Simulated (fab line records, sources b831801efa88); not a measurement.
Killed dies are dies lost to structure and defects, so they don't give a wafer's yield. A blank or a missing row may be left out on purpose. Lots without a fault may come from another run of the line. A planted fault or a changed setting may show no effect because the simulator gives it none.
Which tool did it? | flow gf180mcu | 13 lots, 39 wafers sampled, at 3 steps of a route of 602

WHAT THE GAUGES READ, wafer by wafer
GF_M5_CD_MEAS_07: target cd 280 nm.
lot  | measured     | on        | cd_nm (nm)
L551 | day 26 06:16 | cd_sem-02 | 278.3 278.6 279.2
L554 | day 27 11:23 | cd_sem-01 | 279.1 280.0 278.8
L553 | day 27 12:03 | cd_sem-02 | 278.0 278.3 279.3
L555 | day 27 19:52 | cd_sem-01 | 279.9 278.8 278.1
L556 | day 28 06:32 | cd_sem-01 | 282.8 282.4 281.0
L558 | day 28 19:16 | cd_sem-02 | 279.8 280.2 279.3
L559 | day 29 07:59 | cd_sem-02 | 279.7 280.3 279.8
L561 | day 29 08:36 | cd_sem-02 | 282.5 281.6 282.0
L560 | day 29 11:44 | cd_sem-01 | 279.0 279.7 281.6
L562 | day 29 19:05 | cd_sem-01 | 280.7 280.9 281.4
L566 | day 31 01:22 | cd_sem-02 | 281.4 281.7 280.8
L569 | day 31 12:56 | cd_sem-01 | 282.5 281.2 282.1
L573 | day 32 10:58 | cd_sem-01 | 281.4 281.4 278.8

GF_M5_OVL_MEAS_08.
lot  | measured     | on         | M5_OVL (nm)
L551 | day 26 06:22 | overlay-01 | -1 2 2
L554 | day 27 11:30 | overlay-01 | -2 1 0
L553 | day 27 12:10 | overlay-02 | -5 -7 1
L555 | day 27 19:58 | overlay-02 | 2 3 -2
L556 | day 28 06:39 | overlay-01 | 0 5 5
L558 | day 28 19:22 | overlay-02 | -3 -4 -8
L559 | day 29 08:06 | overlay-02 | 3 7 10
L561 | day 29 08:43 | overlay-02 | -2 -1 -2
L560 | day 29 11:50 | overlay-02 | 0 11 4
L562 | day 29 19:13 | overlay-01 | 6 3 8
L566 | day 31 01:28 | overlay-02 | 0 -4 -4
L569 | day 31 13:02 | overlay-01 | -4 2 -3
L573 | day 32 11:04 | overlay-02 | -4 -7 -2

WHICH TOOL RAN EACH LOT (tool, then ch and the chambers of the sampled wafers, then the start)
lot  | GF_SALICIDE_WET_ETCH_01
L551 | wet_bench-02 ch 2, day 15 06:03
L554 | wet_bench-02 ch 1, day 16 11:59
L553 | wet_bench-04 ch 0, day 16 12:18
L555 | wet_bench-01 ch 0, day 16 20:20
L556 | wet_bench-01 ch 1, day 17 09:44
L558 | wet_bench-01 ch 2, day 18 00:02
L559 | wet_bench-01 ch 0, day 18 16:56
L561 | wet_bench-04 ch 2, day 18 18:02
L560 | wet_bench-04 ch 1, day 18 18:20
L562 | wet_bench-04 ch 1, day 19 09:08
L566 | wet_bench-04 ch 2, day 20 22:28
L569 | wet_bench-02 ch 1, day 21 13:13
L573 | wet_bench-02 ch 0, day 22 18:46
- GF_SALICIDE_WET_ETCH_01: etches SiO2 in dHF, target depth 5 nm, time 100 s.

WHAT THE TOOLS THEMSELVES READ (means of the sampled wafers that have a number; where no wafer has one, the mark that the record gives instead)
GF_SALICIDE_WET_ETCH_01.
lot  | tool         | temp_c (C)
L551 | wet_bench-02 | 24.99
L554 | wet_bench-02 | 24.89
L553 | wet_bench-04 | 25.01
L555 | wet_bench-01 | 24.98
L556 | wet_bench-01 | 24.87
L558 | wet_bench-01 | 25.04
L559 | wet_bench-01 | 24.98
L561 | wet_bench-04 | 24.99
L560 | wet_bench-04 | 25.11
L562 | wet_bench-04 | 25.02
L566 | wet_bench-04 | 25.04
L569 | wet_bench-02 | 25.05
L573 | wet_bench-02 | 25.03

THE ANSWER, worked out from the rows above alone
Rule: what is usual is taken from the lots themselves. Put in order of their means at a reading, lots are off if they are a third of the lots or fewer, leave a main group of 4 or more, and stand apart from it by a gap of 3 or more times the standard deviation of the main group's means; of several such gaps the widest counts. A main group whose means are all the same, to the digits that the tables above print for the reading, isn't used. A lot without any number at a reading at which 4 lots or more have one is off too. The other lots that the step has rows for count as sound. The gauges are gone through in route order, then the tools' own readings, and for those a lot's mean is taken as printed above. The first step at which some lot is off is used, and at that step the reading that is off furthest; a lot without a number counts as furthest.
No lot is off at any reading shown: from this, nothing can be told.

WHAT THE SIMULATOR HAD PUT IN
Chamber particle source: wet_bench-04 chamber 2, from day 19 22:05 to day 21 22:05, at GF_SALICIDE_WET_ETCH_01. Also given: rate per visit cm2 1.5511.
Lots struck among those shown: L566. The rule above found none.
